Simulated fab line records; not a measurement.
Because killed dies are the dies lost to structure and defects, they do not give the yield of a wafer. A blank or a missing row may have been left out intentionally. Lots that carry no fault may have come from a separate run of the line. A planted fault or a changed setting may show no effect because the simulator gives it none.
fab line records	flow sky130
record: lots: 5	wafers: 15	lastDay: 50
route steps=708 shown FIELD_ISO@18 NWELL@32 DNWELL@35 PWDE@45 PAD_OPEN@708
lots untouched by any fault: they come from a run of this same line in which no faults occurred
startH: hours from the record's first day to the start of the lot's first wafer shown	waitH: how many hours have passed since the lot's step before this one	" the same as in the row above	L1.1+2: several wafers, shown together as one row	- no value, or no start was given	* or withheld: withheld	< > ~ a bound
route shown NAME@n: names a module that has steps shown in the file, with the first one's number in the route	usual: average and standard deviation across the fault-free wafers	same: alike in all rows	chamber/n: place in a boat	sites: each site's reading	_std_site: standard deviation of those values	_edge_site: inner sites' mean taken away from outer sites' mean	radiusMm: for every site, how far away it sits from the centre of the wafer	mask NAME#n: copy n	behind: tool/chamber where the wafer was last shaped	hold: the reason the lot was held/the length of the hold in hours/how it ended	device: names the non-switching transistor (n, p or np)	end of line: the tests these same wafers got at the end of their route	where a step has no rows: the recipe by itself	killed: dies that structure and defects cost at the first sort, which is not the same as the wafer's yield	map: dies across one wafer; x = killed, . = not, _ = none there
set.NAME: the run value of the setting; set.NAME@STEP: its run value at that earlier step	model.NAME: the simulator's own value behind a step, which no gauge read
lots at some steps of the route; a table a step, a row a wafer
services: when a tool's chamber went out of use (startH, in hours from the record's first day, below 0 if earlier), for how many hours, and the reason
== steps ==
step: SKY_FIELD_ISO_ETCH_17
recipe: targetDepthA: 3420	maskMaterial: Si3N4	chemistry: HBr/Cl2/O2	target: Si	taperDeg: 5	icpW: 600	biasW: 150	pressureMtorr: 15	HBr_flow_sccm: 150	Cl2_flow_sccm: 40	O2_flow_sccm: 6	timeS: 97.7
usual: drypumpMotorCurrentA: 5.6/0.52	heBacksideLeakSccm: 2.67/0.27	oesProductAu: 0.999/0.0092	throttleValvePct: 25.658/0.011
lot.wafer	tool	chamber	startH	waitH	drypumpMotorCurrentA	heBacksideLeakSccm	oesProductAu	rfHoursCounterH	throttleValvePct
L612.1	rieSi-02	3	45.91	0.1	5.9	2.56	0.987	3	25.660
L612.3	"	2	"	"	6.1	2.61	0.997	78	25.658
L612.6	"	3	"	"	5.9	2.46	0.995	-	25.663
L614.1	rieSi-02	1	54.11	0.1	5.0	2.49	0.997	59	25.651
L614.5	"	2	"	"	6.1	2.48	0.989	-	25.662
L614.6	"	3	"	"	5.9	2.52	1.000	-	25.645
L618.1	rieSi-02	1	76.18	0.1	5.1	2.52	0.990	59	25.672
L618.4	"	3	"	"	5.9	2.56	0.989	3	25.654
L618.6	"	1	"	"	5.0	4.07	1.001	-	25.646
L628.3	rieSi-01	1	130.73	0.0	5.3	2.56	0.990	116	25.679
L628.4	"	2	"	"	6.4	3.05	1.001	32	25.654
L628.6	"	0	"	"	5.1	2.62	1.011	-	25.645
L632.1	rieSi-01	3	148.21	0.1	4.9	2.81	0.988	89	25.654
L632.4	"	2	"	"	6.4	3.14	1.009	32	25.667
L632.6	"	3	"	"	4.9	2.89	0.987	-	25.675
step: SKY_FIELD_ISO_WET_ETCH_18
recipe: chemistry: H3PO4	targetDepthNm: 25	tempC: 160	target: Si3N4	timeS: 286
step: SKY_FIELD_ISO_CLEAN_19
recipe: chemistry: SC1/SC2	mix: 1:4:20	tempC: 70	timeS: 150
step: SKY_FIELD_ISO_CLEAN_20
recipe: chemistry: dHF	timeS: 20	dilution: 100:1
step: SKY_FIELD_ISO_WET_ETCH_21
recipe: chemistry: dHF	dilution: 100:1	targetDepthNm: 20	dry: ipaMarangoni	target: SiO2	tempC: 25	timeS: 400
step: SKY_FIELD_ISO_OXIDATION_22
recipe: tempC: 950	ambient: O2	stabiliseS: 600	purgeS: 300	targetThkA: 100	oxTimeS: 623
step: SKY_FIELD_ISO_THK_MEAS_23
recipe: reads: SiO2_of_FIELD_ISO_OXIDATION_22
usual: FIELD_ISO_OXIDATION_01_THK: 10.09/0.2
lot.wafer	tool	chamber	startH	waitH	FIELD_ISO_OXIDATION_01_THK[nm]
L612.1	filmMetro-03	-	48.65	0.0	10.24
L612.3	"	-	"	"	10.31
L612.6	"	-	"	"	10.34
L614.1	filmMetro-03	-	55.62	0.0	10.00
L614.5	"	-	"	"	10.00
L614.6	"	-	"	"	9.93
L618.1	filmMetro-03	-	77.90	0.0	10.07
L618.4	"	-	"	"	9.97
L618.6	"	-	"	"	10.00
L628.3	filmMetro-01	-	134.44	0.0	9.72
L628.4	"	-	"	"	9.55
L628.6	"	-	"	"	9.71
L632.1	filmMetro-04	-	150.83	0.0	10.00
L632.4	"	-	"	"	10.24
L632.6	"	-	"	"	10.07
step: SKY_FIELD_ISO_CVD_24
recipe: material: SiO2	targetThkNm: 595	tempC: 650	sigmaOpenFrac: 0.3	timeS: 99.2	sih4FlowSccm: 60	pressureMtorr: 6
step: SKY_FIELD_ISO_THK_MEAS_25
recipe: reads: SiO2_of_FIELD_ISO_CVD_24
usual: FIELD_ISO_CVD_24_THK: 592/6.2
lot.wafer	tool	chamber	startH	waitH	FIELD_ISO_CVD_24_THK[nm]
L612.1	filmMetro-01	-	48.78	0.0	598
L612.3	"	-	"	"	603
L612.6	"	-	"	"	590
L614.1	filmMetro-01	-	55.75	0.0	576
L614.5	"	-	"	"	586
L614.6	"	-	"	"	588
L618.1	filmMetro-01	-	78.03	0.0	592
L618.4	"	-	"	"	593
L618.6	"	-	"	"	591
L628.3	filmMetro-01	-	134.57	0.1	590
L628.4	"	-	"	"	593
L628.6	"	-	"	"	585
L632.1	filmMetro-01	-	150.97	0.0	590
L632.4	"	-	"	"	586
L632.6	"	-	"	"	595
step: SKY_FIELD_ISO_ANNEAL_26
recipe: tempC: 1000	timeS: 1800	ambient: N2
step: SKY_FIELD_ISO_CMP_27
recipe: stopOn: Si3N4	tOverpolishS: 16	downForcePsi: 4	platenRpm: 60	targetThkNm: 457.8	padVelocityMS: 0.94248
usual: motorCurrentA: 11.9/1.6	overpolishRunS: 16.000/0.0093	slurryFlowMlMin: 150.1/0.42	timeToEndpointS: 110/3.7
lot.wafer	tool	chamber	startH	waitH	motorCurrentA	overpolishRunS	slurryFlowMlMin	timeToEndpointS
L612.3	cmp-01	1	50.34	0.0	13.4	16.006	150.4	105
L612.1	"	2	"	"	13.0	16.009	150.0	108
L612.6	"	2	"	"	13.7	15.998	150.0	107
L614.1	cmp-02	2	58.18	0.1	13.9	16.000	149.8	111
L614.5	"	3	"	"	11.3	15.991	149.7	106
L614.6	"	0	"	"	10.2	15.990	149.0	117
L618.4	cmp-01	1	79.64	0.1	13.0	16.010	150.3	108
L618.1	"	2	"	"	14.3	16.004	150.4	115
L618.6	"	1	"	"	13.7	16.006	150.8	108
L628.4	cmp-01	1	136.52	0.0	13.3	15.994	149.9	105
L628.3	"	3	"	"	11.3	16.006	150.6	101
L628.6	"	1	"	"	12.5	15.988	150.3	106
L632.4	cmp-02	2	153.47	0.1	14.6	15.992	150.4	111
L632.1	"	3	"	"	11.2	15.992	150.1	107
L632.6	"	1	"	"	11.8	15.998	149.9	107
step: SKY_FIELD_ISO_WET_ETCH_28
recipe: chemistry: dHF	targetDepthNm: 23.7	target: SiO2	dilution: 10:1	tempC: 25	timeS: 47
step: SKY_FIELD_ISO_WET_ETCH_29
recipe: chemistry: H3PO4	targetDepthNm: 160	target: Si3N4	tempC: 160	timeS: 1825
lot.wafer	tool	chamber	startH	waitH
L612.1+3+6	wetBench-02	2	50.66	0.0
L614.1+5+6	wetBench-03	0	58.35	0.0
L618.1+4+6	wetBench-03	3	79.91	0.0
L628.3+4+6	wetBench-02	1	136.85	0.0
L632.1+4+6	wetBench-02	0	153.70	0.0
step: SKY_FIELD_ISO_WET_ETCH_30
recipe: chemistry: dHF	targetDepthNm: 25	target: SiO2	dilution: 10:1	tempC: 25	timeS: 50
step: SKY_NWELL_CLEAN_00
recipe: chemistry: SC1/SC2	mix: 1:4:20	tempC: 70	timeS: 150	dry: n2Spin
step: SKY_NWELL_OXIDATION_01
recipe: tempC: 900	ambient: O2	stabiliseS: 600	purgeS: 300	targetThkA: 100	oxTimeS: 1418
step: SKY_NWELL_THK_MEAS_02
recipe: reads: SiO2_of_NWELL_OXIDATION_01
usual: NWELL_OXIDATION_THK: 10.00/0.17
lot.wafer	tool	chamber	startH	waitH	NWELL_OXIDATION_THK[nm]
L612.1	filmMetro-03	-	54.26	0.0	9.82
L612.3	"	-	"	"	9.88
L612.6	"	-	"	"	9.72
L614.1	filmMetro-04	-	60.33	0.0	9.98
L614.5	"	-	"	"	9.84
L614.6	"	-	"	"	9.93
L618.1	filmMetro-02	-	83.03	0.0	10.15
L618.4	"	-	"	"	9.95
L618.6	"	-	"	"	9.95
L628.3	filmMetro-02	-	140.70	0.0	10.20
L628.4	"	-	"	"	10.14
L628.6	"	-	"	"	10.18
L632.1	filmMetro-02	-	156.82	0.0	9.99
L632.4	"	-	"	"	9.93
L632.6	"	-	"	"	9.97
step: SKY_DNWELL_DEHYDRATE_00
recipe: tempC: 200	timeS: 60
step: SKY_DNWELL_HMDS_01
recipe: primeTimeS: 60	primeTempC: 120
step: SKY_DNWELL_COAT_02
recipe: spinRpm: 2000	resistThkNm: 3000
step: SKY_DNWELL_SOFTBAKE_03
recipe: tempC: 110	timeS: withheld
step: SKY_DNWELL_EXPOSE_04
recipe: maskId: DNM	na: 0.57	targetCdNm: 3000	doseMj: 222
step: SKY_DNWELL_PEB_05
recipe: tempC: 115	timeS: withheld
step: SKY_DNWELL_DEVELOP_06
recipe: wallAngleDeg: 90	developer: TMAH	developTimeS: 60	devTempC: 23
step: SKY_DNWELL_IMPLANT_07
recipe: species: P	energyKev: withheld	doseCm2: withheld	tiltDeg: withheld
step: SKY_DNWELL_STRIP_08
recipe: chemistry: O2/N2	powerW: 1400	pressureMtorr: 1500	platenTempC: withheld	o2FlowSccm: 3000	n2FlowSccm: 300	overashFraction: 0.5
usual: drypumpMotorCurrentA: 5.9/0.41	o2FlowSccm: 3002/8.9	oesProductAu: 0.722/0.0048	stripTimeToEndpointS: 36.91/0.09
lot.wafer	tool	chamber	startH	waitH	drypumpMotorCurrentA	o2FlowSccm	oesProductAu	rfHoursCounterH	stripTimeToEndpointS
L612.1	plasmaAsher-03	0	70.11	0.1	5.5	3008	0.724	26	36.97
L612.3	"	1	"	"	5.9	2994	0.731	-	36.83
L612.6	"	0	"	"	5.5	3002	0.726	-	36.90
L614.1	plasmaAsher-01	0	77.16	0.1	6.3	2985	0.726	39	36.97
L614.5	"	1	"	"	6.6	3018	0.718	-	36.97
L614.6	"	0	"	"	6.3	2998	0.717	-	37.02
L618.1	plasmaAsher-04	0	100.36	0.1	5.3	3010	0.715	42	36.86
L618.4	"	0	"	"	5.3	3018	0.724	-	36.91
L618.6	"	0	"	"	5.3	3014	0.716	-	36.93
L628.3	plasmaAsher-04	1	160.25	0.1	6.0	3004	0.718	-	36.78
L628.4	"	0	"	"	5.3	3010	0.720	-	36.93
L628.6	"	0	"	"	5.2	3018	0.716	-	36.88
L632.1	plasmaAsher-03	1	176.62	0.1	5.9	3006	0.722	38	36.70
L632.4	"	0	"	"	5.5	3005	0.720	-	36.82
L632.6	"	0	"	"	5.5	3004	0.729	-	36.73
step: SKY_DNWELL_TW_MEAS_09
usual: DNWELL_TW: 1110/5.8
lot.wafer	tool	chamber	startH	waitH	DNWELL_TW
L612.1	filmMetro-03	-	70.21	0.1	1106
L612.3	"	-	"	"	1109
L612.6	"	-	"	"	1117
L614.1	filmMetro-02	-	77.26	0.1	1116
L614.5	"	-	"	"	1106
L614.6	"	-	"	"	1119
L618.1	filmMetro-02	-	100.46	0.1	1105
L618.4	"	-	"	"	1111
L618.6	"	-	"	"	1098
L628.3	filmMetro-02	-	160.33	0.1	1106
L628.4	"	-	"	"	1107
L628.6	"	-	"	"	1116
L632.1	filmMetro-03	-	176.72	0.1	1121
L632.4	"	-	"	"	1116
L632.6	"	-	"	"	1118
step: SKY_PWDE_DEHYDRATE_00
recipe: tempC: 200	timeS: 60
step: SKY_PWDE_HMDS_01
recipe: primeTimeS: 60	primeTempC: 120
step: SKY_PWDE_COAT_02
recipe: spinRpm: 2000	resistThkNm: 3000
step: SKY_PWDE_SOFTBAKE_03
recipe: tempC: 110	timeS: withheld
step: SKY_PWDE_EXPOSE_04
recipe: maskId: PWDEM	na: 0.6	sourceShape: conventional	sigmaOuter: 0.6	polarization: unpolarized	targetCdNm: 840	doseMj: 214
step: SKY_PWDE_PEB_05
recipe: tempC: 115	timeS: withheld
step: SKY_PWDE_DEVELOP_06
recipe: wallAngleDeg: 90	developer: TMAH	developTimeS: 60	devTempC: 23
step: SKY_PWDE_OVL_MEAS_07
usual: PWDE_OVL: 0.4/1.4
lot.wafer	tool	chamber	startH	waitH	PWDE_OVL[nm]
L612.1	overlay-01	-	85.81	-	-0.7
L612.3	"	-	"	"	0.7
L612.6	"	-	"	"	0.8
L614.1	overlay-01	-	93.62	-	2.5
L614.5	"	-	"	"	3.8
L614.6	"	-	"	"	3.1
L618.1	overlay-02	-	117.62	-	2.0
L618.4	"	-	"	"	1.1
L618.6	"	-	"	"	-0.7
L628.3	overlay-02	-	179.85	-	2.5
L628.4	"	-	"	"	1.4
L628.6	"	-	"	"	1.9
L632.1	overlay-02	-	197.86	-	-0.6
L632.4	"	-	"	"	-1.3
L632.6	"	-	"	"	0.6
step: SKY_PWDE_IMPLANT_08
recipe: species: B	energyKev: 150	doseCm2: 3.6e+12	tiltDeg: withheld
step: SKY_PWDE_STRIP_09
recipe: chemistry: O2/N2	powerW: 1400	pressureMtorr: 1500	platenTempC: withheld	o2FlowSccm: 3000	n2FlowSccm: 300	overashFraction: 0.5
usual: drypumpMotorCurrentA: 6.1/0.35	o2FlowSccm: 2999/8.9	oesProductAu: 0.722/0.0043	stripTimeToEndpointS: 36.91/0.11
lot.wafer	tool	chamber	startH	waitH	drypumpMotorCurrentA	o2FlowSccm	oesProductAu	rfHoursCounterH	stripTimeToEndpointS
L612.1	plasmaAsher-02	1	86.00	0.1	6.0	2984	0.723	39	36.83
L612.3	"	0	"	"	5.6	2997	0.720	-	36.88
L612.6	"	0	"	"	5.6	3004	0.725	-	36.90
L614.1	plasmaAsher-01	0	93.81	0.1	6.3	3003	0.713	41	36.90
L614.5	"	0	"	"	6.3	3000	0.723	-	36.99
L614.6	"	1	"	"	6.5	2988	0.728	-	36.97
L618.1	plasmaAsher-01	0	117.81	0.1	6.2	2996	0.730	0	36.92
L618.4	"	1	"	"	6.5	2995	0.724	-	37.03
L618.6	"	0	"	"	6.3	2996	0.721	-	36.95
L628.3	plasmaAsher-02	0	180.06	0.1	5.6	2996	0.721	-	36.83
L628.4	"	1	"	"	6.0	3004	0.719	-	36.99
L628.6	"	1	"	"	6.0	3006	0.717	-	36.86
L632.1	plasmaAsher-02	0	198.05	0.1	5.6	3004	0.723	48	36.96
L632.4	"	1	"	"	6.0	2984	0.716	-	36.97
L632.6	"	1	"	"	6.0	3005	0.721	-	37.00
step: SKY_PWDE_TW_MEAS_10
usual: PWDE_TW: 373.3/2.4
lot.wafer	tool	chamber	startH	waitH	PWDE_TW
L612.1	filmMetro-03	-	86.10	0.1	374.9
L612.3	"	-	"	"	372.1
L612.6	"	-	"	"	370.8
L614.1	filmMetro-03	-	93.91	0.1	373.3
L614.5	"	-	"	"	373.0
L614.6	"	-	"	"	373.9
L618.1	filmMetro-02	-	117.91	0.1	372.7
L618.4	"	-	"	"	371.4
L618.6	"	-	"	"	373.6
L628.3	filmMetro-02	-	180.14	0.1	368.6
L628.4	"	-	"	"	369.1
L628.6	"	-	"	"	367.9
L632.1	filmMetro-03	-	198.15	0.1	374.2
L632.4	"	-	"	"	374.1
L632.6	"	-	"	"	373.9
step: SKY_NWELL_DEHYDRATE_03
recipe: tempC: 200	timeS: 60
step: SKY_NWELL_HMDS_04
recipe: primeTimeS: 60	primeTempC: 120
step: SKY_NWELL_COAT_05
recipe: spinRpm: 2000	resistThkNm: 3000
step: SKY_NWELL_SOFTBAKE_06
recipe: tempC: 110	timeS: withheld
step: SKY_PAD_OPEN_PROBE_99
usual: killed_at_M0_to_M3: 42/6.6	killed_at_M4_up: 3.1/1.9	killedAtContacts: 25/5.7	killedAtFrontEnd: 16/5	killedAtOther: 0.2/0.38	killedDies: 86/9.6	killedOpen: 47/7.2	killedShort: 39/6.2
same: grossDies: 492	killedAtBackSide: 0
lot.wafer	tool	chamber	startH	waitH	hold	killed_at_M0_to_M3	killed_at_M4_up	killedAtContacts	killedAtFrontEnd	killedAtOther	killedDies	killedOpen	killedShort
L612.1	prober-02	-	1094.44	0.1	-	38	3	26	14	0	81	44	37
L612.3	prober-02	-	1094.54	0.2	-	44	2	21	16	0	83	38	45
L612.6	prober-02	-	1094.69	0.2	-	60	3	27	16	0	106	61	45
L614.1	prober-02	-	1101.74	0.1	-	33	3	38	13	0	87	45	42
L614.5	prober-02	-	1101.94	0.2	-	48	3	30	25	0	106	62	44
L614.6	prober-02	-	1101.99	0.2	-	38	2	24	18	0	82	50	32
L618.1	prober-02	-	1130.08	0.1	awaitDispo/5.1h/release	48	4	26	76	0	154	51	49
L618.4	prober-02	-	1130.23	0.2	awaitDispo/5.1h/release	33	5	21	75	0	134	37	39
L618.6	prober-02	-	1130.33	0.2	awaitDispo/5.1h/release	35	4	16	71	0	126	35	34
L628.3	prober-02	-	1189.86	0.2	-	51	1	24	24	0	100	65	35
L628.4	prober-02	-	1189.91	0.2	-	39	3	24	10	1	77	45	32
L628.6	prober-02	-	1190.01	0.2	-	44	8	14	16	0	82	45	37
L632.1	prober-02	-	1197.80	0.1	-	42	2	25	10	1	80	47	33
L632.4	prober-02	-	1197.95	0.2	-	53	3	22	9	0	87	40	47
L632.6	prober-02	-	1198.05	0.2	-	44	5	21	9	0	79	39	40
killed by level:class
L612.1 FIELD_ISO:geometricParticle:open=8 CONTACT:geometricParticle:open=7 VIA2:geometricParticle:open=7 LI_CONTACT:geometricParticle:open=5 LOCAL_INTERCONNECT:geometricParticle:short=5 CONTACT:geometricParticle:short=5 VIA1:geometricParticle:short=5 VIA3:geometricParticle:short=5
L612.3 VIA2:geometricParticle:open=10 CONTACT:geometricParticle:open=9 METAL1:geometricParticle:short=8 VIA3:geometricParticle:open=8 POLY_GATE:geometricParticle:short=7 FIELD_ISO:geometricParticle:short=4 METAL3:geometricParticle:short=4 CONTACT:geometricParticle:short=4
L612.6 VIA1:geometricParticle:open=14 VIA3:geometricParticle:open=12 CONTACT:geometricParticle:open=9 METAL2:geometricParticle:short=8 LI_CONTACT:geometricParticle:open=7 FIELD_ISO:geometricParticle:open=5 LOCAL_INTERCONNECT:geometricParticle:short=5 METAL1:geometricParticle:short=5
L614.1 CONTACT:geometricParticle:open=14 LI_CONTACT:geometricParticle:open=7 CONTACT:geometricParticle:short=7 VIA1:geometricParticle:open=7 METAL1:geometricParticle:short=6 VIA1:geometricParticle:short=6 VIA2:geometricParticle:open=5 FIELD_ISO:geometricParticle:short=4
L614.5 CONTACT:geometricParticle:open=13 VIA1:geometricParticle:open=12 LI_CONTACT:geometricParticle:open=8 VIA3:geometricParticle:open=7 METAL1:geometricParticle:short=6 VIA1:geometricParticle:short=6 FIELD_ISO:geometricParticle:open=5 POLY_GATE:geometricParticle:open=5
L614.6 CONTACT:geometricParticle:open=11 FIELD_ISO:geometricParticle:open=8 VIA1:geometricParticle:open=8 VIA2:geometricParticle:open=7 LI_CONTACT:geometricParticle:open=6 CONTACT:geometricParticle:short=5 METAL2:geometricParticle:short=5 FIELD_ISO:geometricParticle:short=4
L618.1 FIELD_ISO:unspecified=54 POLY_GATE:geometricParticle:short=11 VIA1:geometricParticle:open=11 CONTACT:geometricParticle:open=8 VIA2:geometricParticle:open=8 LI_CONTACT:geometricParticle:open=7 METAL1:geometricParticle:short=7 FIELD_ISO:geometricParticle:short=6
L618.4 FIELD_ISO:unspecified=58 VIA1:geometricParticle:open=9 POLY_GATE:geometricParticle:short=7 CONTACT:geometricParticle:short=6 VIA3:geometricParticle:open=6 METAL1:geometricParticle:short=5 LI_CONTACT:geometricParticle:open=5 LOCAL_INTERCONNECT:geometricParticle:short=5
L618.6 FIELD_ISO:unspecified=57 VIA1:geometricParticle:open=12 FIELD_ISO:geometricParticle:short=5 CONTACT:geometricParticle:open=5 CONTACT:geometricParticle:short=5 VIA3:geometricParticle:short=5 FIELD_ISO:geometricParticle:open=3 POLY_GATE:geometricParticle:short=3
L628.3 VIA1:geometricParticle:open=14 VIA2:geometricParticle:open=11 LI_CONTACT:geometricParticle:open=10 CONTACT:geometricParticle:open=8 VIA1:geometricParticle:short=6 POLY_GATE:geometricParticle:open=5 FIELD_ISO:geometricParticle:open=4 POLY_GATE:geometricParticle:short=4
L628.4 CONTACT:geometricParticle:open=14 METAL1:geometricParticle:short=9 VIA1:geometricParticle:open=6 VIA3:geometricParticle:open=5 LI_CONTACT:geometricParticle:open=4 METAL2:geometricParticle:short=4 POLY_GATE:geometricParticle:open=3 VIA3:geometricParticle:short=3
L628.6 VIA2:geometricParticle:open=13 VIA3:geometricParticle:open=12 METAL4:geometricParticle:short=8 FIELD_ISO:geometricParticle:short=7 VIA1:geometricParticle:open=7 FIELD_ISO:geometricParticle:open=5 LOCAL_INTERCONNECT:geometricParticle:short=4 CONTACT:geometricParticle:open=4
L632.1 VIA1:geometricParticle:open=11 CONTACT:geometricParticle:open=10 VIA3:geometricParticle:open=7 LI_CONTACT:geometricParticle:open=6 LOCAL_INTERCONNECT:geometricParticle:short=5 VIA2:geometricParticle:open=5 FIELD_ISO:geometricParticle:open=4 VIA1:geometricParticle:short=4
L632.4 VIA1:geometricParticle:open=12 METAL1:geometricParticle:short=11 METAL2:geometricParticle:short=7 VIA1:geometricParticle:short=7 VIA3:geometricParticle:open=7 CONTACT:geometricParticle:open=6 LI_CONTACT:geometricParticle:open=4 LOCAL_INTERCONNECT:geometricParticle:short=4
L632.6 VIA1:geometricParticle:open=10 METAL2:geometricParticle:short=9 CONTACT:geometricParticle:open=7 VIA1:geometricParticle:short=6 VIA2:geometricParticle:open=6 LOCAL_INTERCONNECT:geometricParticle:short=4 CONTACT:geometricParticle:short=4 METAL4:geometricParticle:short=4
map L618.1 (x killed, . not)
__________.x........_________
________...xx........._______
______.x...x.....xxx...x_____
_____.....x...x.x........____
____..x.x....x.xx.........___
___x...x..xxx..xxx....x....__
__x..x.....x.........x....x._
_..x.x....xx.x.xx...x...x....
_...x....x........x.x..xx....
_..xx......x...x..x.......x..
_.x.x.........x...x........x.
_xxx....x.....x...xx..x......
_...x.........xx......xx..xxx
_...x..x...x.x..x............
_....x..x...x.....xx.....xx..
__.x......xxx............x.._
___....x...xxxxxxxx..x.....__
____....xxxxxxxxxxx.......___
_____..xxxxxxxxxxx.....x.____
______.xxxxxxxxxxx..x..._____
________.xxxxxxxxxx..._______
__________xxxxxxxxx._________
map L614.5 (x killed, . not)
__________.........x_________
________.x.x.x........_______
______.....x...xx..x..x._____
_____.x......x....x..x...____
____.........x..x.......x.___
___x..x.....x...x....xx.x..__
__....x....x......x.x.x..xx._
_....x............xxx...x....
_xx....xx.x..x..x......x..x..
_....x...............x....x..
_...x..x.x.x.x.....x.x..x...x
_x....................x.x....
_.....x...xx.x..x.....x...x..
_........x..x...............x
_..xx..x.....x.......x......x
__..x.x.......x....x.x......_
___..x...x........x........__
____.x..x....x..xx.....xxx___
_____x...x...x..x...x....____
______.....xx..x.x.x..x._____
________.....x..x...x._______
__________.x........_________
== services ==
tool	chamber	startH	hours	kind
wetBench-03	-	22.65	7.4	repair
cmp-01	-	22.69	2.1	repair
cmp-01	-	24.83	6.0	pm
plasmaAsher-01	-	48.06	12.1	repair
plasmaAsher-04	-	48.53	0.8	repair
rieSi-02	0	53.13	1.9	repair
cmp-02	-	64.00	4.0	pm
rieSi-01	-	65.28	0.3	repair
rieSi-02	1	78.41	7.1	repair
plasmaAsher-04	-	93.76	3.0	repair
plasmaAsher-01	-	108.75	9.0	pm
plasmaAsher-01	0	108.75	9.0	ventCycle
plasmaAsher-01	1	108.75	9.0	ventCycle
cmp-02	-	110.13	1.9	repair
plasmaAsher-01	0	117.75	-	clean
plasmaAsher-01	1	117.75	-	clean
plasmaAsher-02	-	118.22	33.8	repair
cmp-01	-	137.79	2.0	repair
plasmaAsher-04	-	145.26	1.1	repair
cmp-02	-	173.79	10.0	pm
plasmaAsher-01	-	175.24	3.8	repair
rieSi-02	-	177.01	2.8	pm
cmp-02	-	186.16	13.9	pm
plasmaAsher-03	-	194.18	3.4	repair
== key ==
firstSign: step: SKY_PAD_OPEN_PROBE_99	reading: killedAtFrontEnd	direction: up	sigmas: 12	usual: 16	struck: 74
effect: step: SKY_PAD_OPEN_PROBE_99	reading: killedDies	direction: up	sigmas: 5.4	usual: 86	struck: 138
metAt SKY_FIELD_ISO_WET_ETCH_29
struckWafers L618.1,L618.4,L618.6
testerLeftOut L618
alsoFits SKY_FIELD_ISO_ETCH_17:rieSi-02,SKY_PWDE_STRIP_09:plasmaAsher-01
fault: kind: chamberParticleSource	tool: wetBench-03	chamber: 3	onsetH: 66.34	steps: SKY_FIELD_ISO_WET_ETCH_29	ratePerVisitCm2: 1.1634	endH: 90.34
testerLeftOut: of these lots the tester's yield and bins aren't shown, on N5 and GAA mostly nor the transistor test; their killed dies are dies lost to structure and defects alone, not to doping, threshold or leakage, so they don't give the yield
